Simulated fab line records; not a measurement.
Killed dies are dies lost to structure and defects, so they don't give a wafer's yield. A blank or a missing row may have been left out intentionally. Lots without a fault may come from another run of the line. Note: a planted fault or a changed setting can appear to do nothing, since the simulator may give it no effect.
Split-lot study	flow gf180mcu	23 wafers read across 5 lots, on a route 602 steps long

SPLIT DETAILS
At GF_HV_LDD_DEVELOP_06 (develop time 60 s), the setting develop time s was moved away from the recipe's 60 s on 7 of the 23 wafers read, by -14.2% to +10.9%. All remaining wafers had this setting at the recipe value.

Split to reading: the file shows no intervening step.

THE READING
cd nm, in nm, at GF_HV_LDD_CD_MEAS_07 (target cd 400 nm). On this fab line, fault-free wafers typically give 400.0 nm with a standard deviation of 2.3 nm.

wafer	tool, chamber at the split	develop time s as run, s	against the recipe	cd nm, nm	against lot-mates on the recipe
L079.2	litho track-04, 0	66.51	+10.9%	406.7	+8.8
L079.3	litho track-04, 0	60	recipe	398.0	-
L079.4	litho track-04, 0	66.51	+10.9%	407.7	+9.8
L079.5	litho track-04, 0	60	recipe	397.7	-
L079.6	litho track-04, 0	60	recipe	398.1	-
L080.2	litho track-04, 0	60	recipe	401.0	-
L080.5	litho track-04, 0	60	recipe	402.2	-
L080.6	litho track-04, 0	60	recipe	402.4	-
L081.1	litho track-03, 0	60	recipe	399.7	-
L081.2	litho track-03, 0	60	recipe	400.9	-
L081.3	litho track-03, 0	60	recipe	402.1	-
L081.4	litho track-03, 0	60	recipe	404.2	-
L081.5	litho track-03, 0	60	recipe	401.6	-
L082.1	litho track-04, 0	51.48	-14.2%	386.0	-14.9
L082.2	litho track-04, 0	51.48	-14.2%	386.6	-14.2
L082.3	litho track-04, 0	60	recipe	400.5	-
L082.5	litho track-04, 0	60	recipe	401.2	-
L082.6	litho track-04, 0	51.48	-14.2%	385.3	-15.6
L084.1	litho track-01, 0	60	recipe	401.4	-
L084.2	litho track-01, 0	65.94	+9.9%	412.5	+11.3
L084.4	litho track-01, 0	60	recipe	403.2	-
L084.5	litho track-01, 0	65.94	+9.9%	410.0	+8.8
L084.6	litho track-01, 0	60	recipe	399.1	-

THE FIT
A straight line over all 23 wafers: cd nm changes by +0.943 nm for each +1% of develop time s; r = +0.95; the points scatter about the line by 2.1 nm.
The same after taking each lot's own level away (the mean of its wafers on the recipe; 23 wafers): +0.997 nm for each +1%; r = +0.99; scatter 1.2 nm.
Per that fit: largest develop time s move, reading shift of 14 nm.
Measured against the standard deviation above, the lots' own levels, which go from 397.93 to 401.87 nm, span 1.7 times it.
The two slopes agree, so the slope changes little with the lot-to-lot level.
Check: -14.2 nm against its lot-mates is what the line predicts for one of the wafers moved furthest among these (-14.2%) when that wafer is left out of the fit. It came out at -14.9 nm against them.

THE OTHER SPLITS THESE WAFERS WENT THROUGH
These wafers also went through other splits before the reading. Each is held against what the fit with the lots' levels taken away leaves over:
other split on the same wafers	wafers away from the commonest value	r with cd nm (lot level and that fit taken away)
GF_STI_CVD_03 pressure mtorr	15	+0.04
GF_NWELL_COAT_02 resist thk nm	9	-0.11
GF_NWELL_IMPLANT_08 energy kev	10	+0.20
GF_LVPWELL_COAT_02 spin rpm	6	+0.02
GF_LVPWELL_IMPLANT_09 dose cm2	8	-0.05
GF_MVPSD_STRIP_10 pressure mtorr	18	-0.04
GF_VT_IMPLANT_IMPLANT_08 dose cm2	8	+0.15
GF_VT_IMPLANT_STRIP_31 pressure mtorr	10	-0.03
GF_POLY_GATE_OXIDATION_16 temp c	5	+0.18

FILE'S OWN FIT
cd nm changes by +0.986 nm for each +1% of develop time s, r = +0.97.
